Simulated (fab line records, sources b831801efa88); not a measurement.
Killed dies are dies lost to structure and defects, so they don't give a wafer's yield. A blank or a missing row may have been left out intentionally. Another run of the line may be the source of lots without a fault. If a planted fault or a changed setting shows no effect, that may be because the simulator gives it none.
Matching of chambers || flow sky130 || pecvd-01 running SKY_CAP2M_CVD_00: 3 sister chambers
The step deposits SiO2, target thk 15.5 nm. 16 wafers are shown with their chamber, then 8 later ones without.

## EACH WAFER AND ITS CHAMBER
{"wafer": "L075.2", "chamber": 1, "heater-power-w (W)": 637}
{"wafer": "L075.3", "chamber": 0, "heater-power-w (W)": 635}
{"wafer": "L075.6", "chamber": 1, "heater-power-w (W)": 632}
{"wafer": "L079.1", "chamber": 2, "heater-power-w (W)": 541}
{"wafer": "L079.2", "chamber": 0, "heater-power-w (W)": 667}
{"wafer": "L079.4", "chamber": 1, "heater-power-w (W)": 643}
{"wafer": "L080.1", "chamber": 0, "heater-power-w (W)": 644}
{"wafer": "L080.2", "chamber": 2, "heater-power-w (W)": 603}
{"wafer": "L080.5", "chamber": 0, "heater-power-w (W)": 628}
{"wafer": "L085.4", "chamber": 0, "heater-power-w (W)": 660}
{"wafer": "L085.5", "chamber": 0, "heater-power-w (W)": 650}
{"wafer": "L085.6", "chamber": 2, "heater-power-w (W)": 557}
{"wafer": "L084.1", "chamber": 2, "heater-power-w (W)": 570}
{"wafer": "L084.4", "chamber": 2, "heater-power-w (W)": 568}
{"wafer": "L084.5", "chamber": 2, "heater-power-w (W)": 548}
{"wafer": "L088.3", "chamber": 1, "heater-power-w (W)": 652}

SIGNATURES, as means of the wafers listed above
{"reading": "heater-power-w", "chamber 0": 647.33, "chamber 1": 641.00, "chamber 2": 564.50, "scatter within a chamber": 16.9}
Rule: a wafer's distance from a chamber is the root of the sum, over the readings, of the square of ((its reading less the chamber's mean) divided by the reading's scatter). The wafer belongs to the nearest chamber; if the next one is less than 2 further off, it can't be placed. How the scatter is found: for the shown wafers, subtract from each reading the mean of its chamber, square and add these, divide the total by (wafers less chambers), then take the root.

## WAFERS WITHOUT THEIR CHAMBER
{"wafer": "L088.4", "heater-power-w (W)": 603}
{"wafer": "L088.5", "heater-power-w (W)": 619}
{"wafer": "L093.3", "heater-power-w (W)": 608}
{"wafer": "L093.4", "heater-power-w (W)": 615}
{"wafer": "L093.5", "heater-power-w (W)": 506}
{"wafer": "L097.1", "heater-power-w (W)": 633}
{"wafer": "L097.3", "heater-power-w (W)": 628}
{"wafer": "L097.4", "heater-power-w (W)": 619}

## THE CHAMBER EACH PASSED THROUGH
{"wafer": "L088.4", "from the rows above": "can't be placed: 1 or 2 or 0", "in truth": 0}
{"wafer": "L088.5", "from the rows above": "can't be placed: 1 or 0 or 2", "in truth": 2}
{"wafer": "L093.3", "from the rows above": "can't be placed: 1 or 0 or 2", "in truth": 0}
{"wafer": "L093.4", "from the rows above": "can't be placed: 1 or 0 or 2", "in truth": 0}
{"wafer": "L093.5", "from the rows above": 2, "in truth": 2}
{"wafer": "L097.1", "from the rows above": "can't be placed: 1 or 0", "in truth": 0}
{"wafer": "L097.3", "from the rows above": "can't be placed: 1 or 0", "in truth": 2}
{"wafer": "L097.4", "from the rows above": "can't be placed: 1 or 0 or 2", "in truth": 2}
1 of 8 placed correctly. Cannot be placed on the basis of these rows: 7; the candidates contain the true chamber in 6. Number placed wrongly: 0.
